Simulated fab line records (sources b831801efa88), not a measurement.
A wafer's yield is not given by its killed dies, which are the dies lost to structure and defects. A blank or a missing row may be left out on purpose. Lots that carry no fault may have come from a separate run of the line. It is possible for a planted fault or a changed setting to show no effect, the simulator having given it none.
Which tool was responsible?	flow sky130	14 lots with 42 wafers sampled at 3 steps, on a route of 708 steps

== WHAT THE GAUGES READ, wafer by wafer ==
SKY_VT_ADJUST_LVTN_OVL_MEAS_07. Usual: VT_ADJUST_LVTN_OVL -0.5 nm, standard deviation 1.5.
lot	measured	on	VT_ADJUST_LVTN_OVL (nm)	flag
L225	day 7 08:43	overlay-01	-1.4 -1.9 -2.7	
L226	day 7 14:33	overlay-01	-0.8 -0.8 0.1	
L227	day 7 19:31	overlay-01	0.4 2.2 1.2	
L228	day 8 05:56	overlay-02	-0.2 -3.2 -0.4	
L229	day 8 13:06	overlay-02	3.1 2.1 1.1	
L231	day 9 00:14	overlay-02	-2.3 -2.2 -0.9	
L238	day 11 05:44	overlay-01	-1.3 -0.5 -2.3	
L239	day 11 14:36	overlay-01	0.9 -1.1 -1.4	
L240	day 11 21:20	overlay-01	-2.3 -3.4 -2.2	
L241	day 12 04:38	overlay-02	-2.0 -2.8 -1.5	
L242	day 12 08:59	overlay-01	0.3 1.4 0.8	
L243	day 12 13:23	overlay-02	1.4 2.3 2.5	
L244	day 12 17:44	overlay-02	-0.1 -0.6 -1.0	
L246	day 13 01:14	overlay-01	-0.7 -1.8 -0.7	

SKY_GATE_OXIDE_TW_MEAS_14. Usual: GATE_OXIDE_TW 224.3, standard deviation 1.3.
lot	measured	on	GATE_OXIDE_TW	flag
L225	day 14 08:49	film_metro-02	226.2 226.4 226.2	
L226	day 14 19:39	film_metro-03	224.1 222.9 224.8	
L227	day 15 00:16	film_metro-03	225.8 224.5 223.1	
L228	day 15 10:52	film_metro-04	223.4 224.9 222.5	
L229	day 16 03:28	film_metro-04	222.5 222.7 223.2	
L231	day 16 13:54	film_metro-02	225.2 225.2 225.8	
L238	day 19 14:09	film_metro-02	227.0 226.2 227.8	
L239	day 20 00:08	film_metro-04	223.9 223.0 223.8	
L240	day 20 10:04	film_metro-04	222.5 222.4 222.3	
L241	day 20 15:17	film_metro-04	224.8 222.8 222.9	
L242	day 21 00:32	film_metro-04	222.8 223.6 222.8	
L243	day 21 02:14	film_metro-02	225.5 225.0 225.3	
L244	day 21 10:35	film_metro-04	223.3 225.3 224.0	
L246	day 21 17:25	film_metro-02	226.1 225.1 226.3	

== TOOL THAT RAN EACH LOT (tool first, then ch and the chambers of the sampled wafers, then the start) ==
lot	SKY_FIELD_ISO_ETCH_17
L225	rie_si-02 ch 2,3, day 2 17:05
L226	rie_si-01 ch 0,2, day 2 21:03
L227	rie_si-01 ch 0,3, day 3 00:58
L228	rie_si-01 ch 0,1,2, day 3 07:44
L229	rie_si-01 ch 2,3, day 3 14:47
L231	rie_si-01 ch 1,2,3, day 3 22:10
L238	rie_si-02 ch 1,2,3, day 5 10:15
L239	rie_si-02 ch 0,1,3, day 5 16:43
L240	rie_si-01 ch 0,2, day 5 21:01
L241	rie_si-01 ch 1,2, day 6 02:29
L242	rie_si-02 ch 0,3, day 6 06:13
L243	rie_si-02 ch 1,2, day 6 16:11
L244	rie_si-01 ch 0,1,2, day 6 19:40
L246	rie_si-01 ch 0,2, day 7 06:17
- SKY_FIELD_ISO_ETCH_17: etches Si in HBr/Cl2/O2, target depth 342 nm, time 97.7 s.

== AS READ BY THE TOOLS THEMSELVES (means over the sampled wafers that have a number; for cases with no such wafer, the mark the record gives instead) ==
SKY_FIELD_ISO_ETCH_17. Usual: drypump_motor_current_A 5.6 A, standard deviation 0.45; oes_product_au 1.000 a.u., standard deviation 0.012; throttle_valve_pct 25.657 %, standard deviation 0.012.
lot	tool	drypump_motor_current_A (A)	oes_product_au (a.u.)	throttle_valve_pct (%)	flag
L225	rie_si-02	6.0	1.002	25.653	
L226	rie_si-01	5.5	0.995	25.659	
L227	rie_si-01	5.3	0.993	25.662	
L228	rie_si-01	5.8	1.001	25.658	
L229	rie_si-01	5.5	0.992	25.660	
L231	rie_si-01	5.8	0.996	25.666	
L238	rie_si-02	5.9	0.999	25.662	
L239	rie_si-02	5.5	1.015	25.639	
L240	rie_si-01	5.6	0.999	25.663	
L241	rie_si-01	5.9	0.992	25.664	
L242	rie_si-02	5.2	1.024	25.640	
L243	rie_si-02	5.9	0.994	25.661	
L244	rie_si-01	5.8	1.005	25.664	
L246	rie_si-01	5.5	0.993	25.662	

== THE ANSWER, worked out from the rows above alone ==
Rule: a lot counts as off when the mean over its wafers that have a number is more than 3 standard deviations away from the usual mean. Also off: a lot with no number at a reading for which 4 or more lots have one. Where the step has rows for the other lots, those lots are counted as sound. After the gauges, taken in route order, come the tools' own readings; for these a lot's mean is taken, as printed above. The first step at which some lot is off is used, and at that step the reading that is off furthest; a lot without a number counts as furthest.
Across all readings shown, no lot is off: no conclusion can be drawn from this.

== WHAT THE SIMULATOR PUT IN ==
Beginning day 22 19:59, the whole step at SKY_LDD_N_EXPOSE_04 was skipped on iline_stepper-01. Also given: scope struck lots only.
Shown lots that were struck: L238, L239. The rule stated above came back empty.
